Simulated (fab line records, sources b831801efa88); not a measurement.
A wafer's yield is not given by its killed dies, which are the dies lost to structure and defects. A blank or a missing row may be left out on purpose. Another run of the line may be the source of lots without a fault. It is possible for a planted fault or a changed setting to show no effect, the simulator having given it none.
Which tool is to blame? -- flow sky130 -- 13 lots, 39 wafers sampled, at 4 steps of a route of 708

WHAT THE GAUGES READ, wafer by wafer
SKY_LDD_P_TW_MEAS_11. Usual: LDD_P_TW typically reads 628, with standard deviation 3.6.
lot,measured,on,LDD_P_TW,flag
L462,day 19 12:05,filmMetro-01,628 626 623,
L464,day 20 13:40,filmMetro-01,626 623 623,
L465,day 20 19:07,filmMetro-04,632 631 631,
L466,day 21 10:17,filmMetro-03,626 628 626,
L468,day 22 08:04,filmMetro-04,632 629 630,
L469,day 22 12:05,filmMetro-01,630 631 633,
L470,day 22 23:42,filmMetro-04,631 631 632,
L471,day 23 00:59,filmMetro-01,626 625 627,
L473,day 24 05:35,filmMetro-03,627 629 631,
L482,day 26 13:16,filmMetro-01,627 630 628,
L484,day 26 17:59,filmMetro-03,627 625 623,
L483,day 26 18:59,filmMetro-01,630 629 633,
L485,day 27 13:17,filmMetro-01,622 623 624,

SKY_LDD_HVP_OVL_MEAS_07. Usual: LDD_HVP_OVL typically reads 0.4 nm, with standard deviation 1.3.
lot,measured,on,LDD_HVP_OVL (nm),flag
L462,day 22 01:23,overlay-02,2.6 -0.4 -1.0,
L464,day 23 01:34,overlay-02,1.9 0.2 0.5,
L465,day 23 06:44,overlay-02,-0.7 0.2 1.6,
L466,day 24 00:35,overlay-02,1.5 2.3 1.8,
L468,day 24 20:28,overlay-02,-0.1 0.2 1.0,
L469,day 24 23:19,overlay-02,2.2 0.8 2.1,
L470,day 25 11:23,overlay-01,1.9 -1.7 -2.5,
L471,day 25 13:13,overlay-01,-0.6 0.5 -0.2,
L473,day 26 15:16,overlay-02,-1.5 0.3 -2.7,
L482,day 28 22:54,overlay-01,0.1 -0.6 -2.7,
L484,day 29 01:46,overlay-02,-2.0 0.0 -1.0,
L483,day 29 04:26,overlay-02,0.1 -1.0 0.7,
L485,day 29 21:01,overlay-02,1.0 -1.5 0.2,

SKY_SD_N_RS_MEAS_16: measurement is done with a four-point probe. Usual: SD_N_RS typically reads 68.63 ohm/sq, with standard deviation 0.1.
lot,measured,on,SD_N_RS (ohm/sq),flag
L462,day 28 09:08,filmMetro-01,68.57 68.57 68.58,
L464,day 29 07:19,filmMetro-04,68.68 68.70 68.79,
L465,day 29 14:05,filmMetro-01,68.53 68.49 68.55,
L466,day 30 04:15,filmMetro-04,68.55 68.34 68.52,
L468,day 31 00:09,filmMetro-04,68.66 68.55 68.63,
L469,day 31 01:55,filmMetro-04,68.46 68.49 68.55,
L470,day 31 13:43,filmMetro-01,68.67 68.50 68.71,
L471,day 31 14:04,filmMetro-04,68.52 68.61 68.67,
L473,day 32 14:43,filmMetro-04,68.72 68.49 68.77,
L482,day 34 19:17,filmMetro-01,70.48 70.50 70.39,OFF
L484,day 34 22:13,filmMetro-01,68.56 68.70 68.63,
L483,day 34 23:39,filmMetro-01,70.60 70.62 70.68,OFF
L485,day 35 17:16,filmMetro-01,68.72 68.63 68.75,

EACH LOT AND THE TOOL THAT RAN IT (in order: tool; ch and the chambers of the sampled wafers; start)
lot,SKY_SD_N_IMPLANT_10
L462,"implanter-01 ch 0, day 28 08:35"
L464,"implanter-02 ch 0, day 29 06:47"
L465,"implanter-01 ch 0, day 29 13:34"
L466,"implanter-04 ch 0, day 30 03:43"
L468,"implanter-04 ch 0, day 30 23:37"
L469,"implanter-04 ch 0, day 31 01:24"
L470,"implanter-02 ch 0, day 31 13:11"
L471,"implanter-01 ch 0, day 31 13:32"
L473,"implanter-02 ch 0, day 32 14:11"
L482,"implanter-01 ch 0, day 34 18:46"
L484,"implanter-02 ch 0, day 34 21:42"
L483,"implanter-01 ch 0, day 34 23:07"
L485,"implanter-02 ch 0, day 35 16:43"
- SKY_SD_N_IMPLANT_10

WHAT THE TOOLS THEMSELVES READ (means of the sampled wafers that have a number; where no wafer has one, the mark that the record gives instead)
SKY_SD_N_IMPLANT_10. Usual: beamOnS 10.6 s, standard deviation 0.67; doseIonsCm2 9.996e+13, standard deviation 1.1e+11; faradayCurrentUA 534, standard deviation 33.
lot,tool,beamOnS (s),doseIonsCm2,faradayCurrentUA,flag
L462,implanter-01,11.2,9.992e+13,503,
L464,implanter-02,10.0,1.001e+14,565,
L465,implanter-01,11.2,1.000e+14,502,
L466,implanter-04,10.2,1.000e+14,554,
L468,implanter-04,9.9,1.000e+14,568,
L469,implanter-04,10.0,9.998e+13,562,
L470,implanter-02,9.7,1.000e+14,578,
L471,implanter-01,11.5,1.000e+14,492,
L473,implanter-02,10.1,9.988e+13,556,
L482,implanter-01,10.0,9.890e+12,56,OFF
L484,implanter-02,10.3,9.996e+13,546,
L483,implanter-01,9.9,1.005e+13,57,OFF
L485,implanter-02,10.3,1.000e+14,547,

THE ANSWER, worked out from the rows above alone
Rule: a lot is off if the mean of its wafers that have a number lies more than 3 standard deviations from the usual mean. A lot without any number at a reading at which 4 lots or more have one is off too. The other lots that the step has rows for count as sound. The gauges are gone through in route order, then the tools' own readings, and for those a lot's mean is taken as printed above. The first step at which some lot is off is used, and at that step the reading that is off furthest; a lot without a number counts as furthest.
Off: L482, L483, seen at SKY_SD_N_RS_MEAS_16 (SD_N_RS).
A tool fits if, at a process step before that reading, it ran every lot that is off, and no sound lot after the first of them. The gauges at SKY_SD_N_RS_MEAS_16 aren't tried: what is off there is off at SKY_SD_N_IMPLANT_10 too, on other tools, and a gauge's error can't cause that. One fits: SKY_SD_N_IMPLANT_10 on implanter-01. Its last sound lot is L471 (day 31 13:32), its first lot that is off L482 (day 34 18:46): a fault that began between those two fits.
The tool's own readings at SKY_SD_N_IMPLANT_10 bear it out: on the lots that are off they differ by more than 5 times the standard deviation of the sound lots' means. doseIonsCm2 reads 9.970e+12 there against 9.999e+13 on the sound lots; faradayCurrentUA reads 56 there against 543 on the sound lots.

WHAT WAS PUT IN BY THE SIMULATOR
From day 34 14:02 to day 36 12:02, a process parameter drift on implanter-01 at SKY_SD_N_IMPLANT_10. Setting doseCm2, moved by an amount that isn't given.
Shown lots that were struck: L482, L483. The same result came from the rule above.
